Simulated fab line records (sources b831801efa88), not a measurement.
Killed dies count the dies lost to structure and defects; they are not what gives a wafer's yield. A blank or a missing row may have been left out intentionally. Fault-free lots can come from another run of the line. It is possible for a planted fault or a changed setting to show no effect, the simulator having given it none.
2 desks looking at one fault || flow sfq line || what lay behind the numbers comes last; until then each desk has only its own

## METROLOGY DESK
Means of the sampled wafers that have a number, per lot and without regard to the tool the lot ran on: this is what the gauges read. If a lot's mean is further than 4 standard deviations from the usual mean, the lot is out of limits and carries the mark OUT (the distance appears in the brackets).
Columns: A = I5_OVL at SFQ_I5_OVL_MEAS_936, usual -2 nm; B = C5_OVL at SFQ_C5_OVL_MEAS_937, usual -1 nm
{"lot": "L464", "first seen here": "day 64 19:01", "A": 0, "B": -1}
{"lot": "L465", "first seen here": "day 64 20:13", "A": -5, "B": -4}
{"lot": "L474", "first seen here": "day 73 21:02", "A": 1, "B": -1}
{"lot": "L476", "first seen here": "day 73 23:26", "A": 5, "B": -5}
{"lot": "L480", "first seen here": "day 74 17:26", "A": 1, "B": 3}
{"lot": "L483", "first seen here": "day 74 22:14", "A": -5, "B": -1}
This desk's finding: nothing out of limits on any of the 6 lots.

## FOR THE TOOL OWNER'S DESK: rie diel-01
The tool's own readings at SFQ_TRILAYER_C5_BARC_OPEN_VIA_ETCH_210 (etches BARC in O2, target depth 125 nm, time 41.7 s): means of the sampled wafers that have a number, for each lot that ran on this tool. If a lot's mean is further than 4 standard deviations from the usual mean, the lot is out of limits and carries the mark OUT (the distance appears in the brackets).
Columns: A = drypump motor current A at SFQ_TRILAYER_C5_BARC_OPEN_VIA_ETCH_210, usual 5.6 A; B = oes product au at SFQ_TRILAYER_C5_BARC_OPEN_VIA_ETCH_210, usual 0.685 a.u.; C = rf fwd power W at SFQ_TRILAYER_C5_BARC_OPEN_VIA_ETCH_210, usual 494.8 W
{"lot": "L464", "first seen here": "day 65 04:46", "A": 5.5, "B": 0.684, "C": 495.8}
{"lot": "L474", "first seen here": "day 77 15:49", "A": 5.4, "B": 0.685, "C": 494.3}
{"lot": "L476", "first seen here": "day 77 20:37", "A": 5.7, "B": 0.685, "C": 495.6}
This desk's finding: nothing out of limits on any of the 3 lots.

## TAKEN TOGETHER
Nothing out of limits was seen by the metrology desk.
The desk of the tool owner found nothing out of limits.

## WHAT HAD BEEN PUT IN BY THE SIMULATOR
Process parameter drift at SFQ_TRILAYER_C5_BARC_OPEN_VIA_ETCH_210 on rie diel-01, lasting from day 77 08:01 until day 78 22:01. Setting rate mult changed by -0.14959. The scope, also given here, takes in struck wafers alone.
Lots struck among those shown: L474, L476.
